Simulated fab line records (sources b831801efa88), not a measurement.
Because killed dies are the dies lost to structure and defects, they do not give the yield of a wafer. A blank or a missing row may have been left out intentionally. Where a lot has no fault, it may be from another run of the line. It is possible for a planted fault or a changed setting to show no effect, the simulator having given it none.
Comparing a struck lot with a sound one -- flow sky130 -- 31 out of 708 route steps
Sound: the wafers L207.2, L207.4, L207.5. The struck wafers were L208.2, L208.3, L208.6. The cause comes at the end.
Per side, at each step with rows, come the tool, then ch with its chambers, and then its first start. Under that, the readings that differ: sound wafers -- struck wafers -- difference of the means -- sigmas: that difference in standard deviations of wafers without a fault.
alike: words and numbers the same on both sides, and readings whose means are apart by under 2 such deviations; not compared: readings that were withheld, readings missing a value for some wafer, numbers with overlapping values and no deviation given by the record, and bounds like >300 which may hide the same value.
Wherever a step has rows on one side only, a row that says differs or no value, or a row with sigmas, the two part there. Non-overlapping numbers with no deviation appear without sigmas and do not part them. A reading that every wafer of one side lacks parts them only if that side has two wafers or more.

first, 1 step without rows for these wafers: SKY_PWDE_IMPLANT_08.
SKY_PWDE_STRIP_09: strips in O2/N2.
  sound on plasma_asher-03 ch 1, day 6 19:51; struck on plasma_asher-03 ch 0,1, day 7 01:04
  alike: chamber_pressure_mTorr, drypump_motor_current_A, n2_flow_sccm, oes_product_au, strip_time_to_endpoint_s
  not compared: rf_hours_counter_h
SKY_PWDE_TW_MEAS_10:
  sound on film_metro-04, day 6 19:58; struck on film_metro-02, day 7 01:10
reading,sound,struck,difference,sigmas
PWDE_TW,377.8 376.5 376.7,372.5 371.5 372.0,-5.0,-2
then, 7 steps without rows for these wafers: SKY_NWELL_DEHYDRATE_03 (time 60 s); SKY_NWELL_HMDS_04 (prime time 60 s); SKY_NWELL_COAT_05 (resist thk 3000 nm); SKY_NWELL_SOFTBAKE_06; SKY_NWELL_EXPOSE_07 (exposes mask NWM, target cd 840 nm); SKY_NWELL_PEB_08; SKY_NWELL_DEVELOP_09 (develop time 60 s).
SKY_NWELL_OVL_MEAS_10:
  sound on overlay-01, day 7 15:23; struck on overlay-02, day 7 19:53
  alike: NWELL_00_OVL
following that, these wafers have no rows for 1 step: SKY_NWELL_IMPLANT_11.
SKY_NWELL_IMPLANT_12:
  sound on implanter-01 ch 0, day 7 15:35; struck on implanter-02 ch 0, day 7 20:05
reading,sound,struck,difference,sigmas
dose_ions_cm2,1.2994e+12 1.3004e+12 1.2995e+12,2.4855e+12 2.4869e+12 2.4898e+12,+1.1876e+12,+99 or more
faraday_current_uA,7.22 7.36 7.58,14.14 14.32 13.84,+6.71,+42
following that, these wafers have no rows for 1 step: SKY_NWELL_IMPLANT_13.
SKY_NWELL_STRIP_14: strips in O2/N2.
  sound on plasma_asher-01 ch 1, day 7 15:52; struck on plasma_asher-02 ch 0,1, day 7 20:22
reading,sound,struck,difference,sigmas
strip_time_to_endpoint_s (s),37.04 36.98 37.07,36.84 36.80 36.78,-0.22,-3
  alike: chamber_pressure_mTorr, drypump_motor_current_A, n2_flow_sccm, oes_product_au
  not compared: rf_hours_counter_h
SKY_NWELL_TW_MEAS_15:
  sound on film_metro-03, day 7 15:59; struck on film_metro-04, day 7 20:28
reading,sound,struck,difference,sigmas
NWELL_TW,1831 1837 1827,1853 1866 1857,+27,+2
then, 7 steps without rows for these wafers: SKY_NWELL_DEHYDRATE_16 (time 60 s); SKY_NWELL_HMDS_17 (prime time 60 s); SKY_NWELL_COAT_18 (resist thk 3000 nm); SKY_NWELL_SOFTBAKE_19; SKY_NWELL_EXPOSE_20 (exposes mask NWM COMPLEMENT, target cd 840 nm); SKY_NWELL_PEB_21; SKY_NWELL_DEVELOP_22 (develop time 60 s).
SKY_NWELL_OVL_MEAS_23:
  sound on overlay-01, day 8 10:41; struck on overlay-01, day 8 17:20
  alike: NWELL_01_OVL
following that, these wafers have no rows for 1 step: SKY_NWELL_IMPLANT_24.
SKY_NWELL_STRIP_25: strips in O2/N2.
  sound on plasma_asher-04 ch 0,1, day 8 10:52; struck on plasma_asher-01 ch 0, day 8 17:31
reading,sound,struck,difference,sigmas
drypump_motor_current_A (A),6.1 6.0 6.0,5.2 5.3 5.2,-0.8,-2
  alike: chamber_pressure_mTorr, n2_flow_sccm, oes_product_au, strip_time_to_endpoint_s
  not compared: rf_hours_counter_h
SKY_NWELL_TW_MEAS_26:
  sound on film_metro-02, day 8 10:58; struck on film_metro-04, day 8 17:38
  alike: NWELL_2_TW
then, 1 step without rows for these wafers: SKY_NWELL_CLEAN_27 (cleans in SC1/SC2, time 150 s).
SKY_NWELL_RTA_28: time 30 s.
  sound on rtp_anneal-01 ch 0, day 8 11:05; struck on rtp_anneal-02 ch 0, day 8 17:44
  alike: lamp_power_pct, wafer_temp_C_max
SKY_NWELL_RS_MEAS_29: a four-point-probe measurement.
  sound on film_metro-02, day 8 11:11; struck on film_metro-03, day 8 18:13
reading,sound,struck,difference,sigmas
NWELL_RS (ohm/sq),625.0 624.3 626.1,595.2 597.6 597.6,-28.3,-19
  not compared: hold
-- the record jumps here: 41 days lie between the struck wafers' starts before and after (it left off in module NWELL and takes up again in module PAD_OPEN, whose first step shown is number 708 of the route) --
SKY_PAD_OPEN_PROBE_99:
  sound on prober-01, day 48 21:41; struck on prober-01, day 49 09:35
reading,sound,struck,difference,sigmas
model.etest.pfet_16v.r_on_ohm_um,1.478e+04 1.506e+04 1.472e+04,1.587e+04 1.613e+04 1.552e+04,+9.867e+02,
model.etest.nfet_16v.r_on_ohm_um,1.36e+04 1.364e+04 1.359e+04,1.324e+04 1.339e+04 1.338e+04,-2.733e+02,
model.etest.pfet_g5v0d10v5.r_on_ohm_um,4659 4779 4733,5165 5146 5172,+437,
model.etest.tip_p.rs_ohm_sq,6941 6885 6889,7140 7079 7089,+198,
model.etest.tip_p_5v.rs_ohm_sq,2865 2854 2852,3079 3085 3105,+233,
model.etest.pfet_g5v0d10v5.drive_ua_um,348.4 341.5 344,304.8 306.6 304.4,-39.4,
model.etest.pfet_01v8_lvt.drive_ua_um,175.3 171.9 173.3,147.2 148.9 148.9,-25.2,
model.etest.pfet_16v.drive_ua_um,250.3 247.5 251.4,219.8 218.8 220.3,-30.1,
  alike: killed_at_M0_to_M3, killed_at_M4_up, killed_at_contacts, killed_at_front_end, killed_at_other, killed_dies, killed_on_rim, killed_open, killed_short

== WHERE THEY PART ==
At SKY_PWDE_TW_MEAS_10 first; at SKY_NWELL_RS_MEAS_29 last (within this record only). Later steps at which nothing parts them and some readings are alike: SKY_PAD_OPEN_PROBE_99.

WHY: what had been put in by the simulator
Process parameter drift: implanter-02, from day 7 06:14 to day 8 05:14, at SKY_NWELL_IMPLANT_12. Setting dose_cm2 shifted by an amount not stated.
